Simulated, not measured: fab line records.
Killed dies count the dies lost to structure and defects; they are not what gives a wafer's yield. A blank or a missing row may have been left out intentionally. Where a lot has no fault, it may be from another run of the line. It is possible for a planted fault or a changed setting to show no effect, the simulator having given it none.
fab line records | flow sky130
record lots=9 wafers=27 lastDay=50
route steps=708 shown VIA3@588 CAP2M@616 METAL4@631 PAD_OPEN@708
lots that met no fault: taken from a fault-free run of the same line
startH: start of the lot's first displayed wafer, in hours after the record's first day | waitH: hours from the lot's prior step to this one | " the same as in the row above | L1.1+2: several wafers, shown together as one row | - either no value or no given start | * or withheld: withheld | < > ~ a bound
route shown NAME@n: NAME is a module with steps in the file, n the number in the route of the first one | usual: mean/standard deviation taken from wafers without a fault | same: alike in all rows | chamber/n: place in a boat | sites: readings site by site | _std_site: standard deviation of those values | _edge_site: mean of outer sites minus mean of inner sites | radiusMm: how far each site lies from the wafer's centre | mask NAME#n: copy n | behind: the most recent tool/chamber to have shaped the wafer | hold: what put the lot on hold/how long, in hours/how the hold closed | device: which transistor (n, p or np) failed to switch | end of line: tests of these same wafers at the route's end | for a step that has no rows: nothing shown but its recipe | killed: not the wafer's yield, but the dies lost to structure and defects at the first sort | map: a wafer's dies, marking killed ones x, the rest . and places with no die _
set.NAME: the setting the step ran with; set.NAME@STEP: the setting that earlier step ran with | model.NAME: the simulator's own value behind a step, which no gauge read
route steps across a sampled set of lots; one table per step, one row per wafer
services: the hour from which a tool's chamber was out of use, counted from the record's first day as startH (under 0 if before that day), plus the number of hours and why
## steps
# step SKY_VIA3_ETCH_15
# recipe target=SiO2 chemistry=C4F8/O2/Ar targetDepthNm=507 stopOn=TiN maskMaterial=KrF-thick sourceW=1500 biasW=1200 pressureMtorr=40 c4f8FlowSccm=withheld O2_flow_sccm=6 Ar_flow_sccm=300 timeS=78
# usual oesProductAu=0.947/0.0047 rfFwdPowerW=1488/6
# columns lot.wafer tool chamber startH waitH oesProductAu rfFwdPowerW rfHoursCounterH
L902.4 rieDiel-04 1 967.89 0.0 0.940 1492 13
L902.5 " 1 " " 0.941 1495 -
L902.6 " 0 " " 0.948 1494 -
L904.1 rieDiel-03 0 991.24 0.0 0.948 1486 12
L904.3 " 3 " " 0.944 1486 19
L904.5 " 3 " " 0.943 1484 -
L906.1 rieDiel-01 2 995.29 0.0 0.952 1495 18
L906.3 " 1 " " 0.945 1490 21
L906.6 " 2 " " 0.949 1493 -
L907.1 rieDiel-03 3 997.39 0.0 0.938 1485 20
L907.5 " 0 " " 0.946 1477 -
L907.6 " 3 " " 0.940 1470 -
L911.1 rieDiel-04 2 1023.19 0.0 0.945 1480 19
L911.3 " 0 " " 0.944 1494 13
L911.5 " 2 " " 0.951 1478 -
L915.2 rieDiel-04 3 1061.33 0.0 0.944 1489 23
L915.4 " 2 " " 0.954 1482 20
L915.6 " 2 " " 0.944 1490 -
L916.2 rieDiel-03 2 1063.74 0.0 0.942 1488 21
L916.3 " 0 " " 0.935 1492 14
L916.4 " 1 " " 0.942 1498 13
L917.3 rieDiel-03 2 1064.33 0.0 0.943 1492 21
L917.4 " 1 " " 0.947 1493 13
L917.5 " 0 " " 0.949 1487 -
L921.3 rieDiel-03 0 1074.54 0.0 0.953 1488 15
L921.4 " 3 " " 0.946 1479 -
L921.6 " 2 " " 0.941 1487 -
# step SKY_CAP2M_METAL_ETCH_13
# recipe targetDepthNm=220 stopOn=SiO2 chemistry=Cl2/BCl3 target=TiN pressureMtorr=10 icpW=900 biasW=48.5 Cl2_flow_sccm=60 bcl3FlowSccm=30 timeS=62.9
# usual drypumpMotorCurrentA=5.9/0.45 mfcCl2Sccm=59.97/0.17 oesProductAu=0.940/0.0074 rfFwdPowerW=892/3.5 throttleValvePct=21.902/0.0095
# columns lot.wafer tool chamber startH waitH drypumpMotorCurrentA mfcCl2Sccm oesProductAu rfFwdPowerW rfHoursCounterH throttleValvePct
L902.4 rieMetal-04 0 994.60 0.0 5.7 60.20 0.951 895 - 21.895
L902.5 " 1 " " 6.5 60.16 0.946 892 - 21.893
L902.6 " 0 " " 5.7 59.64 0.950 894 - 21.893
L904.1 rieMetal-04 0 1015.53 0.0 5.7 59.85 0.941 893 5 21.912
L904.3 " 0 " " 5.7 59.81 0.943 893 - 21.892
L904.5 " 1 " " 6.5 60.08 0.934 892 - 21.895
L906.1 rieMetal-02 0 1019.23 0.0 6.1 60.32 0.948 890 14 21.910
L906.3 " 0 " " 6.2 60.10 0.941 893 - 21.907
L906.6 " 0 " " 6.2 59.89 0.944 893 - 21.896
L907.1 rieMetal-04 1 1021.88 0.0 6.4 60.17 0.936 900 11 21.922
L907.5 " 0 " " 5.7 60.13 0.935 891 - 21.917
L907.6 " 1 " " 6.4 60.10 0.940 894 - 21.900
L911.1 rieMetal-04 0 1047.30 0.0 5.7 59.57 0.960 1036 7 21.901
L911.3 " 0 " " 5.7 59.92 0.945 1043 - 21.889
L911.5 " 0 " " 5.7 59.91 0.936 1039 - 21.904
L915.2 rieMetal-04 1 1083.38 0.0 6.5 59.94 0.941 1038 15 21.884
L915.4 " 1 " " 6.5 59.83 0.934 1031 - 21.895
L915.6 " 0 " " 5.7 60.10 0.955 1034 - 21.891
L916.2 rieMetal-02 1 1085.95 0.0 5.4 60.09 0.949 897 20 21.877
L916.3 " 1 " " 5.4 59.97 0.938 895 - 21.902
L916.4 " 0 " " 6.1 59.82 0.948 891 - 21.912
L917.3 rieMetal-01 0 1086.93 0.0 5.9 60.37 0.933 891 - 21.925
L917.4 " 1 " " 5.1 59.88 0.942 885 - 21.905
L917.5 " 1 " " 5.1 59.97 0.943 885 - 21.909
L921.3 rieMetal-01 0 1096.58 0.1 5.9 59.83 0.931 889 - 21.905
L921.4 " 0 " " 5.9 59.72 0.920 891 - 21.915
L921.6 " 0 " " 5.9 59.94 0.936 888 - 21.899
# step SKY_CAP2M_STRIP_14
# recipe chemistry=O2/N2 powerW=1400 pressureMtorr=1500 platenTempC=withheld o2FlowSccm=3000 n2FlowSccm=300 overashFraction=0.5
# usual drypumpMotorCurrentA=5.7/0.34 oesProductAu=0.710/0.0041 stripTimeToEndpointS=12.67/0.041
# columns lot.wafer tool chamber startH waitH drypumpMotorCurrentA oesProductAu rfHoursCounterH stripTimeToEndpointS
L902.4 plasmaAsher-01 0 994.69 0.1 5.3 0.712 - 12.68
L902.5 " 0 " " 5.3 0.711 - 12.67
L902.6 " 1 " " 5.9 0.711 - 12.63
L904.1 plasmaAsher-02 1 1015.61 0.1 5.9 0.714 57 12.65
L904.3 " 1 " " 5.9 0.709 - 12.67
L904.5 " 1 " " 5.9 0.712 - 12.70
L906.1 plasmaAsher-03 1 1019.30 0.1 6.1 0.714 119 12.74
L906.3 " 1 " " 6.1 0.706 - 12.71
L906.6 " 0 " " 4.9 0.713 - 12.69
L907.1 plasmaAsher-01 0 1021.95 0.1 5.3 0.708 28 12.71
L907.5 " 1 " " 5.9 0.715 - 12.69
L907.6 " 0 " " 5.3 0.708 - 12.68
L911.1 plasmaAsher-02 1 1047.38 0.1 5.9 0.710 60 12.48
L911.3 " 1 " " 5.9 0.711 - 12.48
L911.5 " 1 " " 5.9 0.711 - 12.50
L915.2 plasmaAsher-01 1 1083.46 0.1 5.9 0.710 34 12.45
L915.4 " 0 " " 5.3 0.711 - 12.42
L915.6 " 1 " " 5.9 0.715 - 12.34
L916.2 plasmaAsher-01 0 1086.03 0.1 5.3 0.711 35 12.66
L916.3 " 1 " " 6.0 0.716 - 12.63
L916.4 " 0 " " 5.3 0.702 - 12.63
L917.3 plasmaAsher-01 0 1087.01 0.1 5.3 0.710 - 12.66
L917.4 " 1 " " 5.9 0.703 - 12.65
L917.5 " 0 " " 5.3 0.704 - 12.63
L921.3 plasmaAsher-01 0 1096.72 0.1 5.3 0.708 - 12.63
L921.4 " 1 " " 5.9 0.712 - 12.62
L921.6 " 1 " " 5.9 0.711 - 12.66
# step SKY_METAL4_DESCUM_15
# recipe chemistry=O2 sourcePowerW=150 biasPowerW=0 pressureMtorr=10 tempC=40 timeS=8
# usual drypumpMotorCurrentA=5.6/0.39 oesProductAu=0.999/0.007
# columns lot.wafer tool chamber startH waitH drypumpMotorCurrentA oesProductAu rfHoursCounterH
L902.4 rieMetal-03 0 1017.93 0.0 5.8 1.000 -
L902.5 " 1 " " 5.1 0.998 -
L902.6 " 0 " " 5.7 1.009 -
L904.1 rieMetal-03 0 1039.07 0.0 5.8 1.002 14
L904.3 " 1 " " 5.1 0.992 -
L904.5 " 1 " " 5.1 0.992 -
L906.1 rieMetal-01 0 1043.17 0.0 5.9 0.984 16
L906.3 " 1 " " 5.1 0.996 -
L906.6 " 0 " " 5.9 0.993 -
L907.1 rieMetal-03 1 1044.70 0.0 5.1 0.993 19
L907.5 " 0 " " 5.7 0.991 -
L907.6 " 1 " " 5.1 0.995 -
L911.1 rieMetal-01 1 1070.00 0.0 5.1 1.003 16
L911.3 " 0 " " 5.9 0.990 -
L911.5 " 1 " " 5.1 1.004 -
L915.2 rieMetal-01 0 1103.96 0.0 5.9 0.997 -
L915.4 " 0 " " 5.9 1.001 -
L915.6 " 0 " " 5.9 0.996 -
L916.2 rieMetal-03 1 1106.97 0.0 5.1 0.989 24
L916.3 " 0 " " 5.8 0.995 -
L916.4 " 1 " " 5.1 0.991 -
L917.3 rieMetal-01 0 1108.10 0.0 5.9 0.997 -
L917.4 " 0 " " 5.9 0.998 -
L917.5 " 0 " " 5.9 0.984 -
L921.3 rieMetal-03 1 1117.61 0.0 5.1 0.986 -
L921.4 " 0 " " 5.8 1.001 -
L921.6 " 1 " " 5.1 0.997 -
# step SKY_METAL4_ETCH_17
# recipe target=SiO2 stopOn=TiN chemistry=C4F8/O2/Ar sourceW=1500 biasW=1200 pressureMtorr=40 c4f8FlowSccm=withheld O2_flow_sccm=6 Ar_flow_sccm=300 timeS=3.9 targetDepthA=150
# usual oesProductAu=0.755/0.007 rfFwdPowerW=1469/6.7
# columns lot.wafer tool chamber startH waitH oesProductAu rfFwdPowerW
L902.4 rieDiel-02 2 1018.05 0.0 0.759 1468
L902.5 " 2 " " 0.765 1469
L902.6 " 1 " " 0.760 1467
L904.1 rieDiel-04 1 1039.20 0.1 0.766 1469
L904.3 " 0 " " 0.761 1468
L904.5 " 0 " " 0.766 1464
L906.1 rieDiel-03 3 1043.30 0.1 0.747 1466
L906.3 " 2 " " 0.749 1465
L906.6 " 1 " " 0.760 1477
L907.1 rieDiel-03 1 1044.83 0.1 0.750 1482
L907.5 " 1 " " 0.755 1474
L907.6 " 0 " " 0.751 1462
L911.1 rieDiel-02 2 1070.17 0.1 0.690 1461
L911.3 " 1 " " 0.692 1473
L911.5 " 3 " " 0.686 1467
L915.2 rieDiel-03 0 1104.21 0.1 0.672 1465
L915.4 " 1 " " 0.691 1480
L915.6 " 0 " " 0.689 1469
L916.2 rieDiel-02 2 1107.10 0.1 0.744 1468
L916.3 " 0 " " 0.750 1476
L916.4 " 3 " " 0.764 1466
L917.3 rieDiel-02 2 1108.34 0.1 0.752 1465
L917.4 " 3 " " 0.765 1465
L917.5 " 2 " " 0.749 1464
L921.3 rieDiel-02 1 1117.73 0.0 0.757 1479
L921.4 " 3 " " 0.757 1465
L921.6 " 1 " " 0.764 1479
# step SKY_METAL4_METAL_ETCH_18
# recipe targetDepthA=8450 stopOn=SiO2 overEtchFrac=0.3 timeS=183.1 chemistry=Cl2/BCl3 resistSidewallDeg=88 pressureMtorr=10 icpW=900 biasW=48.5 Cl2_flow_sccm=60 bcl3FlowSccm=30
# usual drypumpMotorCurrentA=5.6/0.41 mfcCl2Sccm=60.02/0.18 oesProductAu=0.867/0.0052 rfFwdPowerW=897/3.2 throttleValvePct=22.266/0.0088
# columns lot.wafer tool chamber startH waitH drypumpMotorCurrentA mfcCl2Sccm oesProductAu rfFwdPowerW rfHoursCounterH throttleValvePct
L902.4 rieMetal-02 0 1018.13 0.1 6.1 60.20 0.874 895 - 22.259
L902.5 " 0 " " 6.1 59.77 0.865 898 - 22.265
L902.6 " 1 " " 5.3 59.93 0.875 899 - 22.255
L904.1 rieMetal-01 1 1039.22 0.0 5.1 59.62 0.870 893 13 22.264
L904.3 " 1 " " 5.1 59.66 0.864 898 - 22.266
L904.5 " 1 " " 5.1 60.05 0.865 893 - 22.265
L906.1 rieMetal-02 0 1043.32 0.0 6.1 60.11 0.874 897 15 22.261
L906.3 " 1 " " 5.3 60.14 0.867 901 - 22.280
L906.6 " 0 " " 6.1 59.63 0.871 899 - 22.272
L907.1 rieMetal-01 0 1044.85 0.0 5.9 60.12 0.872 893 16 22.277
L907.5 " 1 " " 5.1 59.69 0.873 898 - 22.255
L907.6 " 0 " " 5.9 59.85 0.875 892 - 22.257
L911.1 rieMetal-02 0 1070.19 0.0 6.2 59.71 0.870 896 17 22.269
L911.3 " 1 " " 5.4 59.94 0.867 900 - 22.261
L911.5 " 0 " " 6.1 59.97 0.866 896 - 22.268
L915.2 rieMetal-03 1 1104.23 0.0 5.1 60.03 0.866 895 24 22.265
L915.4 " 1 " " 5.1 60.03 0.866 897 - 22.274
L915.6 " 0 " " 5.8 59.86 0.863 900 - 22.262
L916.2 rieMetal-02 0 1107.12 0.0 6.1 60.39 0.868 893 20 22.276
L916.3 " 1 " " 5.4 59.92 0.864 902 - 22.260
L916.4 " 0 " " 6.1 60.16 0.873 897 - 22.262
L917.3 rieMetal-03 0 1108.42 0.1 5.8 60.12 0.877 900 - 22.276
L917.4 " 1 " " 5.1 59.81 0.868 897 - 22.259
L917.5 " 0 " " 5.8 59.76 0.880 897 - 22.268
L921.3 rieMetal-02 1 1117.80 0.1 5.3 60.13 0.877 896 - 22.271
L921.4 " 0 " " 6.2 60.16 0.874 895 - 22.283
L921.6 " 0 " " 6.1 60.11 0.876 899 - 22.277
# step SKY_PAD_OPEN_PROBE_99
# usual defectLimitedYield=82.2/1.8 killed_at_M0_to_M3=44/6 killed_at_M4_up=3.3/2.1 killedAtContacts=25/5.5 killedAtFrontEnd=15/4.3 killedAtOther=0.2/0.41 killedDies=88/9.1 killedOpen=48/6.6 killedShort=39/6.7 sort_bin_3_pad_short=0.9/0.4 sort_bin_5_function=10.4/1.5 sort_bin_6_memory=6.5/1.1 sortNPass=404/9.1 sortYieldPct=82.2/1.8
# same grossDies=492 killedAtBackSide=0 sort_bin_4_leakage[%]=0 sort_bin_8_speed[%]=0
# columns lot.wafer tool chamber startH waitH defectLimitedYield[%] killed_at_M0_to_M3 killed_at_M4_up killedAtContacts killedAtFrontEnd killedAtOther killedDies killedOpen killedShort sort_bin_3_pad_short[%] sort_bin_5_function[%] sort_bin_6_memory[%] sortNPass sortYieldPct[%]
L904.1 prober-01 - 1128.22 0.1 80.7 38 4 32 20 1 95 44 51 1.2 10.4 7.7 397 80.7
L904.3 prober-01 - 1128.32 0.2 84.8 32 3 24 16 0 75 41 34 1.0 8.9 5.3 417 84.8
L904.5 prober-01 - 1128.42 0.2 84.1 43 4 12 18 1 78 29 49 1.0 8.5 6.3 414 84.1
L906.1 prober-01 - 1134.04 0.1 80.9 41 1 31 21 0 94 60 34 0.8 12.0 6.3 398 80.9
L906.3 prober-01 - 1134.14 0.2 80.1 44 6 35 13 0 98 63 35 2.0 11.4 6.5 394 80.1
L906.6 prober-01 - 1134.29 0.2 79.7 47 7 29 15 2 100 46 52 0.8 12.4 7.1 392 79.7
L911.1 prober-01 - 1155.15 0.1 82.9 46 2 19 17 0 84 40 44 1.4 10.4 5.3 408 82.9
L911.3 prober-01 - 1155.25 0.2 81.9 45 2 18 24 0 89 46 43 1.0 10.6 6.5 403 81.9
L911.5 prober-01 - 1155.35 0.2 80.5 57 2 16 21 0 96 50 46 0.6 11.8 7.1 396 80.5
L915.2 prober-01 - 1182.56 0.1 79.7 52 4 28 16 0 100 56 42 0.8 13.0 6.5 392 79.7
L915.4 prober-01 - 1182.66 0.2 82.9 50 0 17 16 1 84 43 40 1.0 9.3 6.7 408 82.9
L915.6 prober-01 - 1182.76 0.2 82.9 42 6 24 12 0 84 41 42 0.8 10.4 5.9 408 82.9
L916.2 prober-02 - 1185.21 0.1 81.1 46 2 25 19 1 93 51 42 1.2 10.4 7.3 399 81.1
L916.3 prober-02 - 1185.26 0.2 81.1 45 5 28 15 0 93 48 45 0.6 10.6 7.7 399 81.1
L916.4 prober-02 - 1185.31 0.2 82.7 37 0 27 21 0 85 58 27 0.8 8.9 7.5 407 82.7
L917.3 prober-01 - 1187.28 0.2 80.1 47 4 27 20 0 98 48 50 1.2 11.2 7.5 394 80.1
L917.4 prober-01 - 1187.33 0.2 81.3 47 1 23 21 0 92 50 41 0.8 10.8 7.1 400 81.3
L917.5 prober-01 - 1187.38 0.2 82.7 41 2 27 15 0 85 47 38 0.8 10.2 6.3 407 82.7
L921.3 prober-01 - 1196.01 0.2 79.9 55 1 24 19 0 99 51 48 0.4 12.4 7.3 393 79.9
L921.4 prober-01 - 1196.06 0.2 83.9 36 1 32 10 0 79 50 29 0.2 8.3 7.5 413 83.9
L921.6 prober-01 - 1196.16 0.2 79.1 46 2 28 26 1 103 57 46 0.6 11.0 9.3 389 79.1
# killed by level:class
L904.1 CONTACT:geometricParticle:open=10 POLY_GATE:geometricParticle:short=8 VIA1:geometricParticle:open=8 VIA2:geometricParticle:open=8 LOCAL_INTERCONNECT:geometricParticle:short=6 METAL2:geometricParticle:short=6 LI_CONTACT:geometricParticle:short=5 LI_CONTACT:geometricParticle:open=5
L904.3 CONTACT:geometricParticle:open=9 VIA1:geometricParticle:open=8 POLY_GATE:geometricParticle:open=6 CONTACT:geometricParticle:short=5 VIA1:geometricParticle:short=5 METAL3:geometricParticle:short=5 LOCAL_INTERCONNECT:geometricParticle:short=4 VIA2:geometricParticle:open=4
L904.5 POLY_GATE:geometricParticle:short=10 VIA2:geometricParticle:open=9 METAL2:geometricParticle:short=7 VIA1:geometricParticle:open=5 METAL3:geometricParticle:short=5 FIELD_ISO:geometricParticle:short=4 CONTACT:geometricParticle:open=4 VIA1:geometricParticle:short=4
L906.1 LI_CONTACT:geometricParticle:open=13 VIA1:geometricParticle:open=11 CONTACT:geometricParticle:open=10 VIA3:geometricParticle:open=8 FIELD_ISO:geometricParticle:short=6 VIA2:geometricParticle:open=5 METAL2:geometricParticle:short=4 POLY_GATE:geometricParticle:open=4
L906.3 VIA1:geometricParticle:open=21 CONTACT:geometricParticle:open=12 LI_CONTACT:geometricParticle:open=10 CONTACT:geometricParticle:short=5 VIA2:geometricParticle:open=5 POLY_GATE:geometricParticle:short=4 LI_CONTACT:geometricParticle:short=4 METAL1:geometricParticle:short=4
L906.6 VIA1:geometricParticle:open=10 CONTACT:geometricParticle:open=9 CONTACT:geometricParticle:short=8 METAL2:geometricParticle:short=8 VIA2:geometricParticle:open=7 VIA1:geometricParticle:short=7 METAL4:geometricParticle:short=6 FIELD_ISO:geometricParticle:open=4
L911.1 VIA1:geometricParticle:open=12 VIA1:geometricParticle:short=7 VIA2:geometricParticle:open=6 LOCAL_INTERCONNECT:geometricParticle:short=6 FIELD_ISO:geometricParticle:short=5 CONTACT:geometricParticle:open=5 METAL2:geometricParticle:short=5 POLY_GATE:geometricParticle:open=4
L911.3 VIA1:geometricParticle:open=16 FIELD_ISO:geometricParticle:short=9 METAL1:geometricParticle:short=7 FIELD_ISO:geometricParticle:open=5 POLY_GATE:geometricParticle:short=5 LI_CONTACT:geometricParticle:open=5 CONTACT:geometricParticle:short=4 CONTACT:geometricParticle:open=4
L911.5 VIA1:geometricParticle:open=12 METAL1:geometricParticle:short=12 VIA2:geometricParticle:open=11 CONTACT:geometricParticle:open=8 FIELD_ISO:geometricParticle:short=6 VIA3:geometricParticle:short=5 VIA3:geometricParticle:open=5 FIELD_ISO:geometricParticle:open=4
L915.2 CONTACT:geometricParticle:open=19 VIA1:geometricParticle:open=13 VIA3:geometricParticle:open=7 METAL3:geometricParticle:short=6 METAL1:geometricParticle:short=6 LI_CONTACT:geometricParticle:open=5 FIELD_ISO:geometricParticle:short=4 VIA2:geometricParticle:open=4
L915.4 VIA1:geometricParticle:open=13 METAL2:geometricParticle:short=10 CONTACT:geometricParticle:open=6 FIELD_ISO:geometricParticle:open=5 VIA2:geometricParticle:open=5 LI_CONTACT:geometricParticle:short=4 LI_CONTACT:geometricParticle:open=4 VIA1:geometricParticle:short=4
L915.6 CONTACT:geometricParticle:open=9 VIA2:geometricParticle:open=8 CONTACT:geometricParticle:short=7 VIA1:geometricParticle:short=6 VIA1:geometricParticle:open=6 METAL1:geometricParticle:short=5 VIA3:geometricParticle:open=5 LI_CONTACT:geometricParticle:short=4
L916.2 VIA1:geometricParticle:open=18 LI_CONTACT:geometricParticle:open=8 VIA3:geometricParticle:open=7 CONTACT:geometricParticle:open=5 CONTACT:geometricParticle:short=5 VIA1:geometricParticle:short=5 FIELD_ISO:geometricParticle:open=4 LI_CONTACT:geometricParticle:short=4
L916.3 CONTACT:geometricParticle:short=11 CONTACT:geometricParticle:open=10 VIA1:geometricParticle:open=8 VIA3:geometricParticle:open=8 LI_CONTACT:geometricParticle:open=6 VIA2:geometricParticle:open=6 VIA1:geometricParticle:short=5 METAL2:geometricParticle:short=5
L916.4 CONTACT:geometricParticle:open=14 VIA3:geometricParticle:open=8 POLY_GATE:geometricParticle:open=7 LI_CONTACT:geometricParticle:open=7 VIA1:geometricParticle:open=7 VIA2:geometricParticle:open=7 CONTACT:geometricParticle:short=5 FIELD_ISO:geometricParticle:short=4
L917.3 CONTACT:geometricParticle:open=12 VIA2:geometricParticle:open=8 METAL1:geometricParticle:short=8 VIA1:geometricParticle:open=8 LOCAL_INTERCONNECT:geometricParticle:short=7 FIELD_ISO:geometricParticle:short=5 FIELD_ISO:geometricParticle:open=5 METAL2:geometricParticle:short=4
L917.4 VIA1:geometricParticle:open=14 CONTACT:geometricParticle:open=11 VIA2:geometricParticle:open=7 POLY_GATE:geometricParticle:short=5 POLY_GATE:geometricParticle:open=5 LOCAL_INTERCONNECT:geometricParticle:short=5 VIA3:geometricParticle:open=5 VIA1:geometricParticle:short=5
L917.5 CONTACT:geometricParticle:open=13 VIA1:geometricParticle:open=11 LI_CONTACT:geometricParticle:open=8 VIA1:geometricParticle:short=7 FIELD_ISO:geometricParticle:short=5 CONTACT:geometricParticle:short=5 METAL1:geometricParticle:short=5 FIELD_ISO:geometricParticle:open=4
L921.3 VIA1:geometricParticle:open=13 VIA1:geometricParticle:short=9 LI_CONTACT:geometricParticle:open=7 CONTACT:geometricParticle:open=7 VIA2:geometricParticle:open=6 METAL2:geometricParticle:short=5 POLY_GATE:geometricParticle:short=5 VIA3:geometricParticle:open=5
L921.4 VIA1:geometricParticle:open=12 LI_CONTACT:geometricParticle:open=11 CONTACT:geometricParticle:open=11 LOCAL_INTERCONNECT:geometricParticle:short=5 METAL2:geometricParticle:short=5 POLY_GATE:geometricParticle:open=4 VIA2:geometricParticle:open=4 VIA3:geometricParticle:open=4
L921.6 CONTACT:geometricParticle:open=11 VIA1:geometricParticle:open=9 FIELD_ISO:geometricParticle:short=7 VIA1:geometricParticle:short=7 POLY_GATE:geometricParticle:open=6 LI_CONTACT:geometricParticle:open=6 METAL2:geometricParticle:short=6 FIELD_ISO:geometricParticle:open=5
## services
# columns tool chamber startH hours kind
rieDiel-02 0 947.90 12.3 repair
rieMetal-01 - 954.43 2.8 pm
rieMetal-03 - 971.97 0.5 repair
rieMetal-02 - 973.21 2.7 repair
rieDiel-03 1 989.94 2.1 repair
rieDiel-04 - 993.40 0.4 repair
rieDiel-01 3 993.68 5.6 repair
rieDiel-01 2 1002.50 4.6 repair
rieMetal-02 - 1009.11 2.1 repair
plasmaAsher-03 - 1021.19 6.6 repair
plasmaAsher-01 - 1028.74 1.6 repair
rieDiel-02 1 1041.46 6.1 repair
rieDiel-03 1 1044.98 3.5 repair
rieDiel-03 0 1045.85 3.9 repair
rieDiel-02 3 1049.37 3.6 repair
plasmaAsher-03 - 1055.25 9.0 pm
plasmaAsher-03 0 1055.25 9.0 ventCycle
rieDiel-03 1 1072.13 7.4 repair
rieMetal-01 0 1087.74 5.5 repair
rieMetal-01 1 1089.90 21.7 repair
rieDiel-02 1 1106.24 9.1 repair
rieMetal-04 - 1107.30 2.8 pm
rieDiel-03 3 1111.69 14.2 repair
rieDiel-02 2 1117.15 19.7 repair
## key
firstSign step=SKY_CAP2M_METAL_ETCH_13 reading=rfFwdPowerW direction=up sigmas=41 usual=892 struck=1037
effect step=SKY_CAP2M_STRIP_14 reading=stripTimeToEndpointS direction=down sigmas=5.5 usual=* struck=*
effect step=SKY_METAL4_ETCH_17 reading=oesProductAu direction=down sigmas=9.7 usual=0.755 struck=0.687
metAt SKY_CAP2M_METAL_ETCH_13
struckLots L911,L915
notActingAt SKY_VIA3_ETCH_15,SKY_METAL4_DESCUM_15,SKY_METAL4_METAL_ETCH_18
onsetBetween 1021.88 1047.30
fault kind=processParameterDrift tool=rieMetal-04 chamber=- onsetH=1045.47 steps=SKY_CAP2M_METAL_ETCH_13 channel=icpW offset=144 shape=step endH=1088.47 actsIn=theseRecipesOnly stated=900
